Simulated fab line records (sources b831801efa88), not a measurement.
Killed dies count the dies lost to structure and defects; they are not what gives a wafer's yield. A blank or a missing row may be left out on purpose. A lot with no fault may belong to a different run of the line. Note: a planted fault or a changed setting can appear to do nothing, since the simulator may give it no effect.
A lot that was struck, set against a sound lot	flow sky130	22 out of 708 route steps
Sound: these wafers, L480.2, L480.4, L480.6. Struck: wafers L488.3, L488.4 (left out: L488.2, a lot-mate that was not struck); the cause follows at the end.
At each step with rows: each side's tool, then ch and its chambers, then its first start. Under that, the readings that differ: sound wafers	struck wafers	difference of the means	sigmas: that difference in standard deviations of wafers without a fault.
alike: readings with means less than 2 such deviations apart, plus words and numbers identical on both sides. not compared: withheld readings, readings lacking a value on some wafer, bounds such as >300 that could conceal the same value, and numbers that have no deviation in the record and whose values overlap.
Wherever a step has rows on one side only, a row that says differs or no value, or a row with sigmas, the two part there. When numbers do not overlap yet have no deviation, they are printed without sigmas and do not part them. Lack of a reading on every wafer of one side parts them only where that side has two or more wafers.

first, 1 step without rows for these wafers: SKY_POLY_GATE_CVD_03 (deposits Si3N4 from DCS/NH3, target thk 75 nm, time 1290 s).
SKY_POLY_GATE_THK_MEAS_04:
  sound on film-metro-04, day 17 12:12; struck on film-metro-03, day 20 11:46
  alike: POLY_GATE_CVD_03_THK
then, 8 steps without rows for these wafers: SKY_POLY_GATE_DEHYDRATE_05 (time 60 s); SKY_POLY_GATE_HMDS_06 (prime time 60 s); SKY_POLY_GATE_COAT_07 (resist thk 110 nm); SKY_POLY_GATE_COAT_08 (resist thk 450 nm); SKY_POLY_GATE_SOFTBAKE_09 (time 90 s); SKY_POLY_GATE_EXPOSE_10 (exposes mask P1M, target cd 150 nm); SKY_POLY_GATE_PEB_11; SKY_POLY_GATE_DEVELOP_12 (develop time 60 s).
SKY_POLY_GATE_CD_MEAS_13 targets a cd of 150 nm.
  sound on cd-sem-02, day 18 18:52; struck on cd-sem-02, day 21 18:00
  alike: cd-nm
SKY_POLY_GATE_OVL_MEAS_14:
  sound on overlay-02, day 18 18:58; struck on overlay-02, day 21 18:07
  alike: POLY_GATE_OVL
SKY_POLY_GATE_ETCH_15: etches BARC in N2/H2, stops on SiO2, time 118.5 s, target depth 110 nm.
  sound on rie-diel-02 ch 2,3, day 18 18:59; struck on rie-diel-02 ch 0,1, day 21 18:08
reading	sound	struck	difference	sigmas
model.KrF-thick_of_POLY_GATE_COAT_08.thk-nm (nm)	344.5 345.2 344.3	378.4 380.1	+34.6	
model.POLY_GATE.cd-nm (nm)	147.9 147.9 148.6	160.4 159.2	+11.7	
  alike: drypump-motor-current-A, h2-flow-sccm, oes-product-au, throttle-valve-pct
  not compared: rf-hours-counter-h
SKY_POLY_GATE_ETCH_16: etches Si3N4 in CH3F/O2, stops on poly-Si, time 147.5 s, target depth 75 nm.
  sound on rie-diel-02 ch 2,3, day 18 19:04; struck on rie-diel-02 ch 0,1, day 21 18:13
  alike: O2_flow_sccm, drypump-motor-current-A, oes-product-au, throttle-valve-pct
  not compared: rf-hours-counter-h
SKY_POLY_GATE_ETCH_17: etches poly-Si in HBr/Cl2, stops on SiO2, target depth 180 nm, time 70.5 s.
  sound on rie-si-02 ch 1,2,3, day 18 19:10; struck on rie-si-02 ch 2,3, day 21 18:19
reading	sound	struck	difference	sigmas
model.KrF-thick_of_POLY_GATE_COAT_08.thk-nm (nm)	140.9 142.1 141	172.5 173.3	+31.6	
model.POLY_GATE.cd-nm (nm)	148.2 147.2 147.1	160.1 158.7	+11.9	
  alike: drypump-motor-current-A, oes-product-au, throttle-valve-pct
  not compared: rf-hours-counter-h
SKY_POLY_GATE_STRIP_18: strips in O2/N2.
  sound on plasma-asher-02 ch 0, day 18 19:14; struck on plasma-asher-02 ch 0,1, day 21 18:23
reading	sound	struck	difference	sigmas
oes-product-au (a.u.)	0.361 0.365 0.361	0.384 0.377	+0.018	+4
strip-time-to-endpoint-s (s)	3.19 3.20 3.16	3.53 3.52	+0.34	+11
  alike: drypump-motor-current-A
  not compared: rf-hours-counter-h
then, 2 steps without rows for these wafers: SKY_POLY_GATE_CLEAN_19 (cleans in SC1/SC2, time 150 s); SKY_POLY_GATE_OXIDATION_20 (stabilise 600 s, purge 300 s, target thk 4 nm).
SKY_POLY_GATE_THK_MEAS_21:
  sound on film-metro-03, day 18 20:44; struck on film-metro-01, day 21 19:47
  alike: POLY_GATE_OXIDATION_THK
SKY_POLY_GATE_CD_MEAS_22:
  sound on cd-sem-01, day 18 20:58; struck on cd-sem-02, day 21 19:52
reading	sound	struck	difference	sigmas
cd-nm (nm)	148.1 146.9 147.2	160.3 159.1	+12.3	+7
then, 1 step without rows for these wafers: SKY_LDD_N_DEHYDRATE_00 (time 60 s).
-- here the record skips 27 days between the struck wafers' starts before and after, leaving off in module LDD_N and picking up in module PAD_OPEN (first step shown: number 708 of the route) --
SKY_PAD_OPEN_PROBE_99:
  sound on prober-01, day 47 08:39; struck on prober-01, day 49 05:35
reading	sound	struck	difference	sigmas
model.etest.pfet_01v8.r-on-ohm-um	2857 2801 2842	3107 3110	+275	
model.etest.res-poly.line-ohm-um	515 528.1 518.6	474.7 471.7	-47.4	
model.etest.nfet_01v8.r-on-ohm-um	847.7 812.7 841.9	869.6 877.4	+39.4	
model.etest.sonos-uncharged.r-on-ohm-um	785.7 800.3 804	833.3 835	+37.5	
model.etest.pfet_01v8.drive-ua-um	197.2 199.3 195.9	177.8 177.3	-19.9	
model.etest.res-poly.width-nm (nm)	92.79 91.23 90.84	104.5 102.7	+12.0	
model.etest.res-xhigh-po.width-nm (nm)	348.2 347.9 350.8	359.2 358.2	+9.7	
model.etest.res-high-po.width-nm (nm)	347.3 347.4 348.4	359.1 358.7	+11.2	
  alike: killed_at_M0_to_M3, killed_at_M4_up, killed-at-contacts, killed-at-front-end, killed-at-other, killed-dies, killed-open, killed-short

## WHERE THEY PART
First at SKY_POLY_GATE_STRIP_18; last, within this record, at SKY_POLY_GATE_CD_MEAS_22. Later steps at which nothing parts them and some readings are alike: SKY_PAD_OPEN_PROBE_99.

WHY: the cause the simulator had injected
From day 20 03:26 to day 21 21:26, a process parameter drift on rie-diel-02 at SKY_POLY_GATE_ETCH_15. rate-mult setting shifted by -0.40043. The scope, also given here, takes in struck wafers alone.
